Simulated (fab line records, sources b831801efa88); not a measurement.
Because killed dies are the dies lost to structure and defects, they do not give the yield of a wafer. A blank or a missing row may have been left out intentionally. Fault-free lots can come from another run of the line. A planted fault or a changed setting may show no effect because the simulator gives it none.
Which tool is to blame? || flow gf180mcu || 18 wafers from 6 lots sampled at 3 of the route's 602 steps

== WHAT EACH GAUGE READ, for each wafer ==
GF_SALICIDE_RS_MEAS_04: uses a four-point probe to measure.
{"lot": "L430", "measured": "day 15 17:46", "on": "film metro-02", "SALICIDE_TIN_RS (ohm/sq)": "16.37 16.64 16.35"}
{"lot": "L432", "measured": "day 16 09:27", "on": "film metro-04", "SALICIDE_TIN_RS (ohm/sq)": "16.41 15.79 16.07"}
{"lot": "L438", "measured": "day 18 18:44", "on": "film metro-02", "SALICIDE_TIN_RS (ohm/sq)": "16.17 16.11 16.14"}
{"lot": "L440", "measured": "day 19 15:23", "on": "film metro-04", "SALICIDE_TIN_RS (ohm/sq)": "16.83 16.88 17.11"}
{"lot": "L442", "measured": "day 20 05:20", "on": "film metro-04", "SALICIDE_TIN_RS (ohm/sq)": "14.22 14.05 14.27"}
{"lot": "L446", "measured": "day 21 17:10", "on": "film metro-03", "SALICIDE_TIN_RS (ohm/sq)": "16.49 16.76 16.74"}

== TOOL THAT RAN EACH LOT (tool first, then ch and the chambers of the sampled wafers, then the start) ==
{"lot": "L430", "GF_SALICIDE_SPUTTER_02": "pvd sputter-01, day 15 17:43", "GF_SALICIDE_SPUTTER_03": "pvd sputter-01, day 15 17:44"}
{"lot": "L432", "GF_SALICIDE_SPUTTER_02": "pvd sputter-02, day 16 09:24", "GF_SALICIDE_SPUTTER_03": "pvd sputter-02, day 16 09:26"}
{"lot": "L438", "GF_SALICIDE_SPUTTER_02": "pvd sputter-02, day 18 18:41", "GF_SALICIDE_SPUTTER_03": "pvd sputter-02, day 18 18:43"}
{"lot": "L440", "GF_SALICIDE_SPUTTER_02": "pvd sputter-01, day 19 15:20", "GF_SALICIDE_SPUTTER_03": "pvd sputter-01, day 19 15:22"}
{"lot": "L442", "GF_SALICIDE_SPUTTER_02": "pvd sputter-02, day 20 05:15", "GF_SALICIDE_SPUTTER_03": "pvd sputter-02, day 20 05:17"}
{"lot": "L446", "GF_SALICIDE_SPUTTER_02": "pvd sputter-01, day 21 17:04", "GF_SALICIDE_SPUTTER_03": "pvd sputter-01, day 21 17:06"}
- GF_SALICIDE_SPUTTER_02: material Co, target thk 10 nm, time 20 s.
- GF_SALICIDE_SPUTTER_03: material TiN, target thk 20 nm, time 16.7 s.

== THE ANSWER, worked out from the rows above alone ==
Rule: the usual values come from the lots themselves. Put in order of their means at a reading, lots are off if they are a third of the lots or fewer, leave a main group of 4 or more, and stand apart from it by a gap of 3 or more times the standard deviation of the main group's means; of several such gaps the widest counts. Not used: any main group whose means are identical at the precision the tables above print for the reading. A lot without any number at a reading at which 4 lots or more have one is off too. Where the step has rows for the other lots, those lots are counted as sound.
Off: at GF_SALICIDE_RS_MEAS_04 (SALICIDE_TIN_RS), L442. The main group: mean 16.46 ohm/sq, standard deviation 0.32.
If a tool, at a process step before that reading, ran all the lots that are off and no sound lot after the first of them, it fits. The gauges at GF_SALICIDE_RS_MEAS_04 are tried like those tools. Can't be told from this: 2 tools fit, pvd sputter-02 at GF_SALICIDE_SPUTTER_02 and GF_SALICIDE_SPUTTER_03, film metro-04 at GF_SALICIDE_RS_MEAS_04.

== WHAT THE SIMULATOR PUT IN ==
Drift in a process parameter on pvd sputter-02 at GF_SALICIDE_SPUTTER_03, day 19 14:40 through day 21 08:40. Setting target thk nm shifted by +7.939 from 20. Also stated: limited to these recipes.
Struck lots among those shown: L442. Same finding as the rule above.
